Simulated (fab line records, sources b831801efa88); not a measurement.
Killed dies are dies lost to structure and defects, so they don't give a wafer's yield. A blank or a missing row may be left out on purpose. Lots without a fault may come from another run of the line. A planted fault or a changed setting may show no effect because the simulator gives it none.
fab line records | flow sky130
record lots=5 wafers=15 last_day=50
route steps=708 shown VT_ADJUST_HVTR@138 VT_ADJUST_PCH@143 SONOS_TUNNEL@154 SONOS_ONO@168
lots that met no fault: from a run of the same line without faults
start_h: hours from the record's first day to the start of the lot's first wafer shown | wait_h: hours since the lot's step before | " the same as in the row above | L1.1+2: a row that stands for several wafers | - no value, or no start given | * or withheld: withheld | < > ~ a bound
route shown NAME@n: a module of which the file shows steps, and the number in the route of the first | usual: mean/standard deviation of fault-free wafers | same: alike in all rows | chamber/n: place in a boat | sites: the reading at each site | _std_site: their standard deviation | _edge_site: outer sites' mean less inner sites' | radius_mm: how far each site lies from the wafer's centre | mask NAME#n: copy n | behind: the tool/chamber that last shaped the wafer | hold: why the lot was held/for how many hours/how that ended | device: the transistor (n, p or np) that didn't switch | end of line: the same wafers' tests at the end of the route | a step without rows: its recipe alone | killed: dies lost to structure and defects at the first sort, not the wafer's yield | map: a wafer's dies, x killed, . not, _ none there
set.NAME: the setting as run; set.NAME@STEP: as run at that earlier step | model.NAME: the simulator's own value behind a step, which no gauge read
lots at some steps of the route; a table a step, a row a wafer
services: from which hour (start_h, from the record's first day; less than 0 if before it) a tool's chamber was out of use, for how many hours, and why
## steps
# step SKY_VT_ADJUST_HVTR_CD_MEAS_07
# recipe target_cd_nm=380
# usual cd_nm=379.7/2.7
# columns lot.wafer tool chamber start_h wait_h cd_nm
L077.3 cd_sem-01 - 235.30 0.1 378.6
L077.4 " - " " 377.3
L077.5 " - " " 376.7
L080.2 cd_sem-02 - 252.73 0.1 379.6
L080.3 " - " " 382.3
L080.6 " - " " 382.5
L082.1 cd_sem-02 - 267.76 0.1 382.7
L082.2 " - " " 382.3
L082.4 " - " " 379.4
L092.1 cd_sem-01 - 334.56 0.1 379.6
L092.4 " - " " 380.3
L092.6 " - " " 377.0
L094.2 cd_sem-01 - 352.58 0.1 380.2
L094.3 " - " " 383.1
L094.4 " - " " 381.3
# step SKY_VT_ADJUST_HVTR_OVL_MEAS_08
# usual VT_ADJUST_HVTR_OVL=-1.0/2
# columns lot.wafer tool chamber start_h wait_h VT_ADJUST_HVTR_OVL[nm]
L077.3 overlay-01 - 235.39 0.1 2.7
L077.4 " - " " -0.3
L077.5 " - " " 0.1
L080.2 overlay-02 - 252.83 0.1 -2.4
L080.3 " - " " -2.7
L080.6 " - " " -2.1
L082.1 overlay-01 - 267.88 0.1 -1.4
L082.2 " - " " -1.6
L082.4 " - " " -1.2
L092.1 overlay-01 - 334.68 0.1 -3.1
L092.4 " - " " -1.9
L092.6 " - " " -2.3
L094.2 overlay-02 - 352.68 0.1 0.5
L094.3 " - " " 2.9
L094.4 " - " " 1.8
# step SKY_VT_ADJUST_HVTR_IMPLANT_09
# recipe species=B energy_kev=10 dose_cm2=2.1e+12 tilt_deg=withheld
# usual beam_energy_keV=10.000/0.0032
# columns lot.wafer tool chamber start_h wait_h beam_energy_keV
L077.3 implanter-03 0 235.46 0.1 10.003
L077.4 " 0 " " 9.996
L077.5 " 0 " " 9.998
L080.2 implanter-03 0 252.89 0.0 9.999
L080.3 " 0 " " 10.000
L080.6 " 0 " " 10.000
L082.1 implanter-01 0 267.91 0.0 9.996
L082.2 " 0 " " 9.992
L082.4 " 0 " " 9.992
L092.1 implanter-03 0 334.71 0.0 10.000
L092.4 " 0 " " 9.998
L092.6 " 0 " " 10.000
L094.2 implanter-04 0 352.74 0.0 9.999
L094.3 " 0 " " 9.997
L094.4 " 0 " " 9.996
# step SKY_VT_ADJUST_HVTR_STRIP_10
# recipe chemistry=O2/N2 power_w=1400 pressure_mtorr=1500 platen_temp_c=withheld o2_flow_sccm=3000 n2_flow_sccm=300 overash_fraction=0.5
# usual drypump_motor_current_A=5.9/0.45 oes_product_au=0.716/0.0044 strip_time_to_endpoint_s=14.19/0.041
# columns lot.wafer tool chamber start_h wait_h drypump_motor_current_A oes_product_au rf_hours_counter_h strip_time_to_endpoint_s
L077.3 plasma_asher-01 1 235.60 0.1 5.4 0.716 - 14.14
L077.4 " 0 " " 5.5 0.718 - 14.17
L077.5 " 0 " " 5.5 0.723 - 14.24
L080.2 plasma_asher-01 1 253.01 0.1 5.4 0.717 13 14.17
L080.3 " 1 " " 5.4 0.711 - 14.15
L080.6 " 0 " " 5.5 0.710 - 14.13
L082.1 plasma_asher-02 1 268.06 0.1 6.5 0.718 58 14.20
L082.2 " 0 " " 6.3 0.712 58 14.20
L082.4 " 1 " " 6.5 0.721 - 14.25
L092.1 plasma_asher-02 1 334.86 0.1 6.4 0.709 65 14.21
L092.4 " 1 " " 6.5 0.714 - 14.22
L092.6 " 0 " " 6.3 0.714 - 14.18
L094.2 plasma_asher-01 0 352.86 0.1 5.5 0.711 24 14.15
L094.3 " 1 " " 5.4 0.717 - 14.18
L094.4 " 0 " " 5.5 0.714 - 14.18
# step SKY_VT_ADJUST_HVTR_TW_MEAS_11
# usual VT_ADJUST_HVTR_TW=211.7/1.3
# columns lot.wafer tool chamber start_h wait_h VT_ADJUST_HVTR_TW
L077.3 film_metro-03 - 235.68 0.1 211.5
L077.4 " - " " 210.7
L077.5 " - " " 212.0
L080.2 film_metro-04 - 253.12 0.1 213.6
L080.3 " - " " 213.1
L080.6 " - " " 212.5
L082.1 film_metro-04 - 268.16 0.1 211.7
L082.2 " - " " 212.6
L082.4 " - " " 212.5
L092.1 film_metro-01 - 334.96 0.1 213.4
L092.4 " - " " 213.4
L092.6 " - " " 214.6
L094.2 film_metro-04 - 352.97 0.1 212.7
L094.3 " - " " 211.0
L094.4 " - " " 211.1
# step SKY_VT_ADJUST_PCH_DEHYDRATE_00
# recipe temp_c=200 time_s=60
# columns lot.wafer tool chamber start_h wait_h
L077.3+4+5 litho_track-03 0 246.90 11.2
L080.2+3+6 litho_track-04 0 263.77 10.6
L082.1+2+4 litho_track-03 0 279.70 11.5
L092.1+4+6 litho_track-02 0 346.96 12.0
L094.2+3+4 litho_track-03 0 366.82 13.8
# step SKY_VT_ADJUST_PCH_HMDS_01
# recipe prime_time_s=60 prime_temp_c=120
# columns lot.wafer tool chamber start_h wait_h
L077.3+4+5 litho_track-03 0 247.05 0.1
L080.2+3+6 litho_track-04 0 263.92 0.1
L082.1+2+4 litho_track-03 0 279.85 0.1
L092.1+4+6 litho_track-02 0 347.11 0.1
L094.2+3+4 litho_track-03 0 366.97 0.1
# step SKY_VT_ADJUST_PCH_COAT_02
# recipe spin_rpm=2000 resist_thk_nm=3000
# columns lot.wafer tool chamber start_h wait_h
L077.3+4+5 litho_track-03 0 247.20 0.1
L080.2+3+6 litho_track-04 0 264.07 0.1
L082.1+2+4 litho_track-03 0 280.00 0.1
L092.1+4+6 litho_track-02 0 347.26 0.1
L094.2+3+4 litho_track-03 0 367.12 0.1
# step SKY_VT_ADJUST_PCH_SOFTBAKE_03
# recipe temp_c=110 time_s=withheld
# columns lot.wafer tool chamber start_h wait_h
L077.3+4+5 litho_track-03 0 247.37 0.1
L080.2+3+6 litho_track-04 0 264.23 0.1
L082.1+2+4 litho_track-03 0 280.15 0.1
L092.1+4+6 litho_track-02 0 347.41 0.1
L094.2+3+4 litho_track-03 0 367.28 0.1
# step SKY_VT_ADJUST_PCH_EXPOSE_04
# recipe mask_id=NWM na=0.6 source_shape=conventional sigma_outer=0.6 polarization=unpolarized target_cd_nm=840 dose_mj=255
# usual reticle_temp_C=22.99/0.12
# columns lot.wafer tool chamber start_h wait_h mask reticle_temp_C
L077.3 iline_stepper-01 0 - - NWM#0 22.98
L077.4 " 0 " " NWM#0 22.97
L077.5 " 0 " " NWM#0 23.11
L080.2 iline_stepper-02 0 - - NWM#0 22.96
L080.3 " 0 " " NWM#0 22.77
L080.6 " 0 " " NWM#0 23.02
L082.1 iline_stepper-02 0 - - NWM#0 22.89
L082.2 " 0 " " NWM#0 23.00
L082.4 " 0 " " NWM#0 22.83
L092.1 iline_stepper-01 0 - - NWM#0 22.88
L092.4 " 0 " " NWM#0 22.94
L092.6 " 0 " " NWM#0 22.81
L094.2 iline_stepper-01 0 - - NWM#0 22.77
L094.3 " 0 " " NWM#0 22.88
L094.4 " 0 " " NWM#0 22.80
# step SKY_VT_ADJUST_PCH_PEB_05
# recipe temp_c=115 time_s=withheld
# columns lot.wafer tool chamber start_h wait_h
L077.3+4+5 litho_track-02 0 - -
L080.2+3+6 litho_track-03 0 - -
L082.1+2+4 litho_track-02 0 - -
L092.1+4+6 litho_track-02 0 - -
L094.2+3+4 litho_track-04 0 - -
# step SKY_VT_ADJUST_PCH_DEVELOP_06
# recipe wall_angle_deg=90 developer=TMAH develop_time_s=60 dev_temp_c=23
# columns lot.wafer tool chamber start_h wait_h
L077.3+4+5 litho_track-02 0 - -
L080.2+3+6 litho_track-03 0 - -
L082.1+2+4 litho_track-02 0 - -
L092.1+4+6 litho_track-02 0 - -
L094.2+3+4 litho_track-04 0 - -
# step SKY_VT_ADJUST_PCH_OVL_MEAS_07
# usual VT_ADJUST_PCH_OVL=-0.2/1.5
# columns lot.wafer tool chamber start_h wait_h VT_ADJUST_PCH_OVL[nm]
L077.3 overlay-01 - 259.04 - -2.1
L077.4 " - " " -0.5
L077.5 " - " " -1.5
L080.2 overlay-02 - 277.15 - 1.8
L080.3 " - " " -0.3
L080.6 " - " " 1.0
L082.1 overlay-01 - 292.11 - 1.6
L082.2 " - " " 1.2
L082.4 " - " " 3.3
L092.1 overlay-01 - 361.96 - -1.2
L092.4 " - " " -2.1
L092.6 " - " " -0.1
L094.2 overlay-02 - 381.80 - -1.4
L094.3 " - " " -1.2
L094.4 " - " " -1.5
# step SKY_VT_ADJUST_PCH_IMPLANT_08
# recipe species=B energy_kev=10 dose_cm2=5e+11 tilt_deg=withheld
# usual beam_energy_keV=10.000/0.0029
# columns lot.wafer tool chamber start_h wait_h beam_energy_keV
L077.3 implanter-03 0 259.12 0.1 9.9959
L077.4 " 0 " " 9.9964
L077.5 " 0 " " 9.9972
L080.2 implanter-03 0 277.21 0.0 9.9975
L080.3 " 0 " " 9.9957
L080.6 " 0 " " 10.001
L082.1 implanter-01 0 292.14 0.0 10.001
L082.2 " 0 " " 10.002
L082.4 " 0 " " 10.001
L092.1 implanter-02 0 361.99 0.0 9.9981
L092.4 " 0 " " 10.003
L092.6 " 0 " " 10.005
L094.2 implanter-02 0 381.85 0.0 10.008
L094.3 " 0 " " 10.005
L094.4 " 0 " " 10.003
# step SKY_VT_ADJUST_PCH_STRIP_09
# recipe chemistry=O2/N2 power_w=1400 pressure_mtorr=1500 platen_temp_c=withheld o2_flow_sccm=3000 n2_flow_sccm=300 overash_fraction=0.5
# usual drypump_motor_current_A=5.46/0.19 oes_product_au=0.723/0.0043 strip_time_to_endpoint_s=36.94/0.087
# columns lot.wafer tool chamber start_h wait_h drypump_motor_current_A oes_product_au rf_hours_counter_h strip_time_to_endpoint_s
L077.3 plasma_asher-01 1 259.25 0.1 5.43 0.721 - 36.98
L077.4 " 0 " " 5.52 0.720 - 37.06
L077.5 " 0 " " 5.52 0.722 - 36.96
L080.2 plasma_asher-01 0 277.33 0.1 5.51 0.722 16 37.02
L080.3 " 0 " " 5.52 0.730 - 37.08
L080.6 " 1 " " 5.47 0.719 - 36.95
L082.1 plasma_asher-01 0 292.29 0.1 5.51 0.725 18 36.74
L082.2 " 1 " " 5.45 0.724 18 36.90
L082.4 " 0 " " 5.51 0.718 - 36.86
L092.1 plasma_asher-03 0 362.14 0.1 5.29 0.724 65 36.89
L092.4 " 1 " " 5.69 0.728 - 36.89
L092.6 " 0 " " 5.29 0.721 - 36.94
L094.2 plasma_asher-03 1 381.98 0.1 5.70 0.720 67 37.00
L094.3 " 0 " " 5.26 0.726 - 36.96
L094.4 " 1 " " 5.69 0.721 - 36.88
# step SKY_VT_ADJUST_PCH_TW_MEAS_10
# usual VT_ADJUST_PCH_TW=143.2/0.74
# columns lot.wafer tool chamber start_h wait_h VT_ADJUST_PCH_TW
L077.3 film_metro-02 - 259.34 0.1 142.7
L077.4 " - " " 142.5
L077.5 " - " " 143.0
L080.2 film_metro-02 - 277.44 0.1 143.5
L080.3 " - " " 144.1
L080.6 " - " " 142.6
L082.1 film_metro-04 - 292.39 0.1 143.8
L082.2 " - " " 143.1
L082.4 " - " " 143.4
L092.1 film_metro-02 - 362.24 0.1 142.4
L092.4 " - " " 142.0
L092.6 " - " " 142.6
L094.2 film_metro-02 - 382.09 0.1 142.5
L094.3 " - " " 143.1
L094.4 " - " " 142.9
# step SKY_SONOS_TUNNEL_DEHYDRATE_00
# recipe temp_c=200 time_s=60
# columns lot.wafer tool chamber start_h wait_h
L077.3+4+5 litho_track-02 0 270.81 11.5
L080.2+3+6 litho_track-01 0 288.47 11.0
L082.1+2+4 litho_track-02 0 304.96 12.6
L092.1+4+6 litho_track-03 0 375.25 13.0
L094.2+3+4 litho_track-02 0 395.83 13.7
# step SKY_SONOS_TUNNEL_HMDS_01
# recipe prime_time_s=60 prime_temp_c=120
# columns lot.wafer tool chamber start_h wait_h
L077.3+4+5 litho_track-02 0 270.96 0.1
L080.2+3+6 litho_track-01 0 288.62 0.1
L082.1+2+4 litho_track-02 0 305.11 0.1
L092.1+4+6 litho_track-03 0 375.40 0.1
L094.2+3+4 litho_track-02 0 395.98 0.1
# step SKY_SONOS_TUNNEL_COAT_02
# recipe resist=NOVOLAK spin_rpm=3000 resist_thk_nm=1140
# columns lot.wafer tool chamber start_h wait_h
L077.3+4+5 litho_track-02 0 271.11 0.1
L080.2+3+6 litho_track-01 0 288.77 0.1
L082.1+2+4 litho_track-02 0 305.26 0.1
L092.1+4+6 litho_track-03 0 375.55 0.1
L094.2+3+4 litho_track-02 0 396.13 0.1
# step SKY_SONOS_TUNNEL_SOFTBAKE_03
# recipe temp_c=90 time_s=60 resist=NOVOLAK
# columns lot.wafer tool chamber start_h wait_h
L077.3+4+5 litho_track-02 0 271.26 0.1
L080.2+3+6 litho_track-01 0 288.92 0.1
L082.1+2+4 litho_track-02 0 305.41 0.1
L092.1+4+6 litho_track-03 0 375.70 0.1
L094.2+3+4 litho_track-02 0 396.28 0.1
# step SKY_SONOS_TUNNEL_EXPOSE_04
# recipe mask_id=TUNM na=0.6 source_shape=conventional sigma_outer=0.6 polarization=unpolarized target_cd_nm=410 dose_mj=136
# usual reticle_temp_C=23.01/0.096
# columns lot.wafer tool chamber start_h wait_h mask reticle_temp_C
L077.3 iline_stepper-01 0 - - TUNM#0 22.94
L077.4 " 0 " " TUNM#0 23.02
L077.5 " 0 " " TUNM#0 22.96
L080.2 iline_stepper-01 0 - - TUNM#0 23.07
L080.3 " 0 " " TUNM#0 22.91
L080.6 " 0 " " TUNM#0 23.02
L082.1 iline_stepper-02 0 - - TUNM#0 23.10
L082.2 " 0 " " TUNM#0 23.08
L082.4 " 0 " " TUNM#0 22.94
L092.1 iline_stepper-01 0 - - TUNM#0 23.03
L092.4 " 0 " " TUNM#0 23.21
L092.6 " 0 " " TUNM#0 23.12
L094.2 iline_stepper-02 0 - - TUNM#0 22.88
L094.3 " 0 " " TUNM#0 22.85
L094.4 " 0 " " TUNM#0 22.87
# step SKY_SONOS_TUNNEL_PEB_05
# recipe temp_c=withheld time_s=* resist=NOVOLAK
# columns lot.wafer tool chamber start_h wait_h
L077.3+4+5 litho_track-02 0 - -
L080.2+3+6 litho_track-01 0 - -
L082.1+2+4 litho_track-02 0 - -
L092.1+4+6 litho_track-02 0 - -
L094.2+3+4 litho_track-02 0 - -
# step SKY_SONOS_TUNNEL_DEVELOP_06
# recipe resist=NOVOLAK developer=TMAH develop_time_s=60 dev_temp_c=23
# columns lot.wafer tool chamber start_h wait_h
L077.3+4+5 litho_track-02 0 283.51 0.1
L080.2+3+6 litho_track-01 0 301.77 0.1
L082.1+2+4 litho_track-02 0 318.26 0.1
L092.1+4+6 litho_track-02 0 390.41 0.1
L094.2+3+4 litho_track-02 0 410.28 0.1
# step SKY_SONOS_TUNNEL_CD_MEAS_07
# recipe target_cd_nm=410
# usual cd_nm=410.5/2.3
# columns lot.wafer tool chamber start_h wait_h cd_nm
L077.3 cd_sem-02 - 283.65 0.1 412.3
L077.4 " - " " 411.3
L077.5 " - " " 415.0
L080.2 cd_sem-02 - 301.91 0.1 410.8
L080.3 " - " " 408.7
L080.6 " - " " 410.1
L082.1 cd_sem-02 - 318.41 0.1 406.0
L082.2 " - " " 405.5
L082.4 " - " " 407.5
L092.1 cd_sem-02 - 390.56 0.1 410.3
L092.4 " - " " 410.3
L092.6 " - " " 410.7
L094.2 cd_sem-02 - 410.43 0.1 414.0
L094.3 " - " " 414.3
L094.4 " - " " 412.5
# step SKY_SONOS_TUNNEL_OVL_MEAS_08
# usual SONOS_TUNNEL_OVL=0.2/1.4
# columns lot.wafer tool chamber start_h wait_h SONOS_TUNNEL_OVL[nm]
L077.3 overlay-02 - 283.74 0.1 1.3
L077.4 " - " " 0.4
L077.5 " - " " -0.4
L080.2 overlay-02 - 302.02 0.1 2.3
L080.3 " - " " 3.9
L080.6 " - " " 2.0
L082.1 overlay-02 - 318.53 0.1 2.7
L082.2 " - " " 0.9
L082.4 " - " " -0.3
L092.1 overlay-02 - 390.68 0.1 0.0
L092.4 " - " " 0.4
L092.6 " - " " -1.3
L094.2 overlay-02 - 410.53 0.1 3.1
L094.3 " - " " 2.0
L094.4 " - " " 2.0
# step SKY_SONOS_TUNNEL_IMPLANT_09
# recipe species=B energy_kev=20 dose_cm2=1e+12 tilt_deg=withheld
# usual beam_energy_keV=20.001/0.0065
# columns lot.wafer tool chamber start_h wait_h beam_energy_keV
L077.3 implanter-04 0 283.81 0.1 20.014
L077.4 " 0 " " 20.006
L077.5 " 0 " " 20.014
L080.2 implanter-02 0 302.07 0.0 20.003
L080.3 " 0 " " 20.005
L080.6 " 0 " " 20.002
L082.1 implanter-03 0 318.56 0.0 19.995
L082.2 " 0 " " 20.005
L082.4 " 0 " " 20.005
L092.1 implanter-02 0 390.71 0.0 20.004
L092.4 " 0 " " 20.006
L092.6 " 0 " " 20.005
L094.2 implanter-02 0 410.59 0.0 20.019
L094.3 " 0 " " 19.999
L094.4 " 0 " " 20.007
# step SKY_SONOS_TUNNEL_WET_ETCH_10
# recipe chemistry=dHF target_depth_nm=14 target=SiO2 dilution=100:1 temp_c=25 time_s=280
# columns lot.wafer tool chamber start_h wait_h
L077.3+4+5 wet_bench-01 3 283.91 0.1
L080.2+3+6 wet_bench-01 3 302.20 0.1
L082.1+2+4 wet_bench-04 1 318.71 0.1
L092.1+4+6 wet_bench-01 0 390.86 0.1
L094.2+3+4 wet_bench-04 2 410.71 0.1
# step SKY_SONOS_TUNNEL_STRIP_11
# recipe chemistry=SPM time_s=600 temp_c=130
# columns lot.wafer tool chamber start_h wait_h
L077.3+4+5 wet_bench-04 3 284.00 0.0
L080.2+3+6 wet_bench-03 1 302.29 0.0
L082.1+2+4 wet_bench-01 3 318.80 0.0
L092.1+4+6 wet_bench-04 2 390.95 0.0
L094.2+3+4 wet_bench-03 0 410.81 0.0
# step SKY_SONOS_TUNNEL_TW_MEAS_12
# usual SONOS_TUNNEL_TW=199.3/1.6
# columns lot.wafer tool chamber start_h wait_h SONOS_TUNNEL_TW
L077.3 film_metro-01 - 284.19 0.0 200.3
L077.4 " - " " 200.2
L077.5 " - " " 200.1
L080.2 film_metro-01 - 302.47 0.0 200.3
L080.3 " - " " 199.1
L080.6 " - " " 199.8
L082.1 film_metro-02 - 318.97 0.0 197.5
L082.2 " - " " 197.2
L082.4 " - " " 196.4
L092.1 film_metro-04 - 391.12 0.0 198.1
L092.4 " - " " 198.2
L092.6 " - " " 198.7
L094.2 film_metro-04 - 411.01 0.0 198.9
L094.3 " - " " 199.2
L094.4 " - " " 198.3
# step SKY_SONOS_TUNNEL_CLEAN_13
# recipe chemistry=dHF time_s=20 dilution=100:1 dry=ipa_marangoni
# columns lot.wafer tool chamber start_h wait_h
L077.3+4+5 wet_bench-01 2 284.23 0.0
L080.2+3+6 wet_bench-04 2 302.52 0.0
L082.1+2+4 wet_bench-04 1 319.03 0.1
L092.1+4+6 wet_bench-03 1 391.18 0.1
L094.2+3+4 wet_bench-04 1 411.06 0.0
# step SKY_SONOS_ONO_OXIDATION_00
# recipe temp_c=800 ambient=O2 idle_temp_c=700 ramp_up_c_per_min=10 ramp_down_c_per_min=3 stabilise_s=600 purge_s=300 target_thk_a=26 ox_time_s=1249
# columns lot.wafer tool chamber start_h wait_h
L077.3+4+5 furnace-02 0 285.83 1.6
L080.2+3+6 furnace-02 0 303.65 1.1
L082.1+2+4 furnace-01 0 319.05 0.0
L092.1+4+6 furnace-01 0 391.94 0.7
L094.2+3+4 furnace-02 0 412.39 1.3
# step SKY_SONOS_ONO_THK_MEAS_01
# recipe reads=SiO2_of_SONOS_ONO_OXIDATION_00
# usual SONOS_ONO_OXIDATION_THK=2.59/0.056
# columns lot.wafer tool chamber start_h wait_h SONOS_ONO_OXIDATION_THK[nm]
L077.3 film_metro-01 - 287.20 0.0 2.64
L077.4 " - " " 2.56
L077.5 " - " " 2.65
L080.2 film_metro-03 - 305.03 0.0 2.48
L080.3 " - " " 2.46
L080.6 " - " " 2.55
L082.1 film_metro-03 - 320.39 0.0 2.63
L082.2 " - " " 2.56
L082.4 " - " " 2.58
L092.1 film_metro-01 - 393.28 0.0 2.53
L092.4 " - " " 2.63
L092.6 " - " " 2.64
L094.2 film_metro-02 - 413.75 0.0 2.65
L094.3 " - " " 2.60
L094.4 " - " " 2.60
# step SKY_SONOS_ONO_CVD_02
# recipe material=Si3N4 precursor=DCS/NH3 target_thk_nm=10.5 temp_c=770 time_s=180 pressure_mtorr=250
# columns lot.wafer tool chamber start_h wait_h
L077.3+4+5 lpcvd-02 0 288.17 1.0
L080.2+3+6 lpcvd-02 1 305.25 0.2
L082.1+2+4 lpcvd-02 0 327.33 6.9
L092.1+4+6 lpcvd-02 0 393.48 0.2
L094.2+3+4 lpcvd-02 1 414.14 0.4
# step SKY_SONOS_ONO_THK_MEAS_03
# recipe reads=Si3N4_of_SONOS_ONO_CVD_02
# usual SONOS_ONO_CVD_02_THK=10.51/0.15
# columns lot.wafer tool chamber start_h wait_h SONOS_ONO_CVD_02_THK[nm]
L077.3 film_metro-03 - 289.24 0.0 10.65
L077.4 " - " " 10.62
L077.5 " - " " 10.63
L080.2 film_metro-01 - 306.31 0.0 10.57
L080.3 " - " " 10.53
L080.6 " - " " 10.50
L082.1 film_metro-03 - 328.91 0.0 10.29
L082.2 " - " " 10.33
L082.4 " - " " 10.28
L092.1 film_metro-02 - 394.53 0.0 10.34
L092.4 " - " " 10.34
L092.6 " - " " 10.39
L094.2 film_metro-02 - 415.20 0.0 10.75
L094.3 " - " " 10.61
L094.4 " - " " 10.50
# step SKY_SONOS_ONO_CVD_04
# recipe material=SiO2 precursor=SiH4/N2O target_thk_nm=5.7199 temp_c=900 pressure_mtorr=400
# columns lot.wafer tool chamber start_h wait_h
L077.3+4+5 lpcvd-03 0 289.28 0.0
L080.2+3+6 lpcvd-03 0 306.36 0.0
L082.1+2+4 lpcvd-03 0 328.97 0.1
L092.1+4+6 lpcvd-03 0 394.59 0.1
L094.2+3+4 lpcvd-03 1 415.25 0.0
# step SKY_SONOS_ONO_THK_MEAS_05
# recipe reads=SiO2_of_SONOS_ONO_CVD_04
# usual SONOS_ONO_CVD_04_THK=5.72/0.12
# columns lot.wafer tool chamber start_h wait_h SONOS_ONO_CVD_04_THK[nm]
L077.3 film_metro-01 - 290.55 0.0 5.72
L077.4 " - " " 5.76
L077.5 " - " " 5.64
L080.2 film_metro-02 - 307.62 0.0 5.63
L080.3 " - " " 5.68
L080.6 " - " " 5.66
L082.1 film_metro-01 - 330.22 0.0 5.47
L082.2 " - " " 5.54
L082.4 " - " " 5.57
L092.1 film_metro-03 - 395.84 0.0 5.83
L092.4 " - " " 5.81
L092.6 " - " " 5.84
L094.2 film_metro-01 - 416.51 0.0 5.87
L094.3 " - " " 5.88
L094.4 " - " " 5.73
# step SKY_SONOS_ONO_DEHYDRATE_06
# recipe temp_c=200 time_s=60
# columns lot.wafer tool chamber start_h wait_h
L077.3+4+5 litho_track-04 0 302.89 12.3
L080.2+3+6 litho_track-03 0 319.27 11.6
L082.1+2+4 litho_track-04 0 342.44 12.2
L092.1+4+6 litho_track-01 0 409.29 13.4
L094.2+3+4 litho_track-01 0 430.92 14.4
# step SKY_SONOS_ONO_HMDS_07
# recipe prime_time_s=60 prime_temp_c=120
# columns lot.wafer tool chamber start_h wait_h
L077.3+4+5 litho_track-04 0 303.04 0.1
L080.2+3+6 litho_track-03 0 319.42 0.1
L082.1+2+4 litho_track-04 0 342.59 0.1
L092.1+4+6 litho_track-01 0 409.44 0.1
L094.2+3+4 litho_track-01 0 431.07 0.1
# step SKY_SONOS_ONO_COAT_08
# recipe resist=NOVOLAK spin_rpm=3000 resist_thk_nm=1140
# columns lot.wafer tool chamber start_h wait_h
L077.3+4+5 litho_track-04 0 303.19 0.1
L080.2+3+6 litho_track-03 0 319.57 0.1
L082.1+2+4 litho_track-04 0 342.74 0.1
L092.1+4+6 litho_track-01 0 409.59 0.1
L094.2+3+4 litho_track-01 0 431.22 0.1
# step SKY_SONOS_ONO_SOFTBAKE_09
# recipe temp_c=90 time_s=60 resist=NOVOLAK
# columns lot.wafer tool chamber start_h wait_h
L077.3+4+5 litho_track-04 0 303.34 0.1
L080.2+3+6 litho_track-03 0 319.72 0.1
L082.1+2+4 litho_track-04 0 342.89 0.1
L092.1+4+6 litho_track-01 0 409.74 0.1
L094.2+3+4 litho_track-01 0 431.37 0.1
# step SKY_SONOS_ONO_EXPOSE_10
# recipe mask_id=ONOM target_cd_nm=410 na=0.6 source_shape=conventional sigma_outer=0.6 dose_mj=150
# usual reticle_temp_C=23.00/0.12
# columns lot.wafer tool chamber start_h wait_h mask reticle_temp_C
L077.3 iline_stepper-01 0 - - ONOM#0 23.08
L077.4 " 0 " " ONOM#0 22.92
L077.5 " 0 " " ONOM#0 23.08
L080.2 iline_stepper-02 0 - - ONOM#0 22.99
L080.3 " 0 " " ONOM#0 23.00
L080.6 " 0 " " ONOM#0 22.96
L082.1 iline_stepper-01 0 - - ONOM#0 22.94
L082.2 " 0 " " ONOM#0 22.88
L082.4 " 0 " " ONOM#0 23.03
L092.1 iline_stepper-02 0 - - ONOM#0 22.98
L092.4 " 0 " " ONOM#0 23.02
L092.6 " 0 " " ONOM#0 22.87
L094.2 iline_stepper-02 0 - - ONOM#0 23.22
L094.3 " 0 " " ONOM#0 23.11
L094.4 " 0 " " ONOM#0 22.97
# step SKY_SONOS_ONO_PEB_11
# recipe temp_c=withheld time_s=* resist=NOVOLAK
# columns lot.wafer tool chamber start_h wait_h
L077.3+4+5 litho_track-04 0 - -
L080.2+3+6 litho_track-04 0 - -
L082.1+2+4 litho_track-01 0 - -
L092.1+4+6 litho_track-01 0 - -
L094.2+3+4 litho_track-03 0 - -
# step SKY_SONOS_ONO_DEVELOP_12
# recipe develop_time_s=60 dev_temp_c=23
# columns lot.wafer tool chamber start_h wait_h
L077.3+4+5 litho_track-04 0 315.54 0.1
L080.2+3+6 litho_track-04 0 333.32 0.1
L082.1+2+4 litho_track-01 0 356.49 0.1
L092.1+4+6 litho_track-01 0 425.24 0.1
L094.2+3+4 litho_track-03 0 447.17 0.1
# step SKY_SONOS_ONO_CD_MEAS_13
# recipe target_cd_nm=410
# usual cd_nm=409.5/2.2
# columns lot.wafer tool chamber start_h wait_h cd_nm
L077.3 cd_sem-01 - 315.68 0.1 407.7
L077.4 " - " " 409.0
L077.5 " - " " 411.0
L080.2 cd_sem-01 - 333.46 0.1 411.7
L080.3 " - " " 412.8
L080.6 " - " " 411.4
L082.1 cd_sem-01 - 356.64 0.1 411.0
L082.2 " - " " 410.2
L082.4 " - " " 411.4
L092.1 cd_sem-01 - 425.39 0.1 404.5
L092.4 " - " " 408.1
L092.6 " - " " 406.7
L094.2 cd_sem-01 - 447.32 0.1 408.6
L094.3 " - " " 408.6
L094.4 " - " " 407.1
# step SKY_SONOS_ONO_OVL_MEAS_14
# usual SONOS_ONO_OVL=0.4/1.4
# columns lot.wafer tool chamber start_h wait_h SONOS_ONO_OVL[nm]
L077.3 overlay-02 - 315.77 0.1 -1.7
L077.4 " - " " -0.2
L077.5 " - " " -1.9
L080.2 overlay-02 - 333.57 0.1 0.9
L080.3 " - " " 0.9
L080.6 " - " " 0.7
L082.1 overlay-01 - 356.76 0.1 -0.6
L082.2 " - " " -1.5
L082.4 " - " " 0.3
L092.1 overlay-02 - 425.51 0.1 1.0
L092.4 " - " " 1.5
L092.6 " - " " 3.2
L094.2 overlay-02 - 447.42 0.1 0.8
L094.3 " - " " 0.5
L094.4 " - " " 2.2
## services
# columns tool chamber start_h hours kind
implanter-03 - 219.86 2.3 repair
iline_stepper-01 - 225.11 16.3 repair
implanter-03 - 226.80 3.2 pm
plasma_asher-02 - 234.23 2.8 pm
furnace-02 - 248.88 3.4 pm
iline_stepper-01 - 261.05 4.4 pm
furnace-02 - 270.02 3.9 pm
plasma_asher-02 - 277.22 1.8 repair
iline_stepper-02 - 282.16 1.7 pm
lpcvd-02 - 316.62 6.0 pm
implanter-03 - 331.57 2.6 repair
plasma_asher-01 - 349.76 0.4 repair
implanter-02 - 352.18 2.1 repair
implanter-02 - 356.47 0.7 repair
lpcvd-03 - 377.90 0.9 repair
implanter-02 - 395.81 1.4 repair
wet_bench-01 - 410.66 19.2 repair
iline_stepper-02 - 413.74 7.1 repair
furnace-02 - 416.55 3.6 pm
iline_stepper-01 - 419.04 6.3 repair
iline_stepper-01 - 425.37 1.7 pm
wet_bench-01 - 433.19 4.4 pm
wet_bench-01 - 443.07 2.0 repair
implanter-02 - 444.63 2.2 pm
## key
fault none
